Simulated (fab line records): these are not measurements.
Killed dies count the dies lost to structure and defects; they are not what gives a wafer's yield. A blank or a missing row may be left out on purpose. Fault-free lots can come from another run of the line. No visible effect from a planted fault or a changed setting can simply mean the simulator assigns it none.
The same fault as seen by 2 desks | flow sfqLine | each desk holds nothing but its own numbers, with what lay behind them at the end

THE METROLOGY DESK
Lot by lot, what the gauges showed, no matter which tool ran the lot: averages of those sampled wafers that carry a number. The brackets show how far a lot's mean lies from the usual mean; more than 4 standard deviations puts the lot out of limits, marked OUT.
Columns: A = M6_OVL at SFQ_M6_OVL_MEAS_940, usual 2 nm
lot  | first seen here | A
L336 | day 73 01:08    | 2
L337 | day 73 02:19    | 2
L341 | day 77 05:53    | -3
L344 | day 78 00:38    | 1
L345 | day 78 03:02    | -1
L346 | day 78 04:14    | 2
L347 | day 80 13:11    | 6
L348 | day 80 15:35    | 1
L349 | day 80 17:59    | -5
L351 | day 81 00:44    | 1
L353 | day 81 03:08    | 3
L354 | day 81 04:20    | -2
L357 | day 81 07:56    | 3
L358 | day 81 09:08    | 9
This desk's finding: nothing out of limits on any of the 14 lots.

AT THE TOOL OWNER'S DESK: pecvd-04
The tool's own readings at SFQ_TRILAYER_A5C_DEP_PECVD_142 (deposits SiO2 from SiH4/N2O, time 15.556 s, target thk 70 nm): means of the sampled wafers that have a number, for each lot that ran on this tool. The brackets show how far a lot's mean lies from the usual mean; more than 4 standard deviations puts the lot out of limits, marked OUT.
Columns: A = heaterPowerW at SFQ_TRILAYER_A5C_DEP_PECVD_142, usual 83 W; B = throttleValvePct at SFQ_TRILAYER_A5C_DEP_PECVD_142, usual 25.6 %
lot  | first seen here | A  | B
L336 | day 69 02:49    | 74 | 26.6
L341 | day 69 13:36    | 71 | 28.3
L346 | day 72 11:34    | 68 | 28.2
L347 | day 76 06:33    | 73 | 28.4
L349 | day 76 12:33    | 77 | 27.0
L351 | day 76 20:57    | 71 | 26.3
This desk's finding: nothing out of limits on any of the 6 lots.

TAKEN TOGETHER
Metrology desk: nothing out of limits seen.
The desk of the tool owner found nothing out of limits.

WHAT WAS PUT IN BY THE SIMULATOR
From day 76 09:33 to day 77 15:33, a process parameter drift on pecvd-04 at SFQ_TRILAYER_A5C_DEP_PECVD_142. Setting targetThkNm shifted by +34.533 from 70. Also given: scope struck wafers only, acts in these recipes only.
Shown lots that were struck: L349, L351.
